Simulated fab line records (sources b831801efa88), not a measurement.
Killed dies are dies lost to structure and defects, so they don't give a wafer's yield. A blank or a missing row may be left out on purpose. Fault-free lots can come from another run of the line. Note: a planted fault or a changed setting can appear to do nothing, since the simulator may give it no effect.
Problem report in the 8D (eight disciplines) form, filled by code | flow sfqLine | the parts of the form that need people (team, actions taken, sign-off) are left out

1. WHAT WENT WRONG
SFQ_TRILAYER_L0_CAP_PECVD_011, rfFwdPowerW: mean 149.4 W on 2 wafers (1 lot); fault-free wafers 180.1 W, standard deviation 1. That is -31 standard deviations from the usual mean.
The step: deposits SiO2 from SiH4/N2O, time 13.333 s, target thk 60 nm.
Earliest sighting: wafer L733.2 on pecvd-03 at day 8 15:19. The record has a number at this step for 39 wafers belonging to 13 lots. Rule for "out" (also "out of limits"): further than 4 standard deviations from the usual mean. Any other wafer with a number is counted as sound.

2. WHAT IT IS; WHAT IT IS NOT
question                    | is               | is not
which readings at this step | rfFwdPowerW      | heaterPowerW, throttleValvePct
which lots                  | L733             | L713, L715, L716, L718, L719, L723, L724, L725, L726, L727, L728, L736
which wafers of those lots  | L733.2, L733.5   | L733.6
read on which tools         | pecvd-03         | pecvd-01, pecvd-04
when                        | from day 8 15:19 | up to then (34 sound wafers); but 3 sound wafers of L736 came after

3. THE SUSPECTS, EACH WITH WHAT RULES IT OUT
Counting: any tool at a process step up to the reading remains a suspect provided it ran every lot that is out. Sound lots after the first of them don't rule it out here, since some wafers of a struck lot are sound.
- pecvd-03 at SFQ_TRILAYER_L0_CAP_PECVD_011 (deposits SiO2 from SiH4/N2O, time 13.333 s, target thk 60 nm): kept. It ran the lot that is out, L733 (day 8 15:19); its last sound lot up to then is L728 (day 5 23:47). On those wafers its own readings are out: rfFwdPowerW.
- At SFQ_TRILAYER_L0_CAP_PECVD_011 on pecvd-03, chamber 0 took the sound wafers of the same lots and chamber 2 took the wafers that are out.
Remaining after the count: pecvd-03 at SFQ_TRILAYER_L0_CAP_PECVD_011.

4. THE CAUSE (what the simulator had put in)
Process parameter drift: pecvd-03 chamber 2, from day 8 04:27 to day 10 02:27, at SFQ_TRILAYER_L0_CAP_PECVD_011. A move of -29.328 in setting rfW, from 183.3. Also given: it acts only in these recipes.
After counting, this tool was the only one left.

5. THE EFFECT CHAIN, in route order
One row per reading whose mean, taken over the struck wafers that have a number, lies over 3 standard deviations from the usual. Only readings whose record carries a usual standard deviation are examined. hours: median over the lots of the time between each lot's start at the first step of this table that gives one and its start at this step. sigmas: the change, counted in usual standard deviations.
hours | step                          | reading     | usual   | on struck wafers | change | sigmas
0     | SFQ_TRILAYER_L0_CAP_PECVD_011 | rfFwdPowerW | 180.1 W | 149.4            | -30.7  | -31
Here are the process steps it includes:
- SFQ_TRILAYER_L0_CAP_PECVD_011: deposits SiO2 from SiH4/N2O, time 13.333 s, target thk 60 nm.

6. WHAT WOULD HAVE CAUGHT IT SOONER
In this record the first reading out of limits was taken at day 8 15:19, 11 hours after the fault began at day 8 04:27.
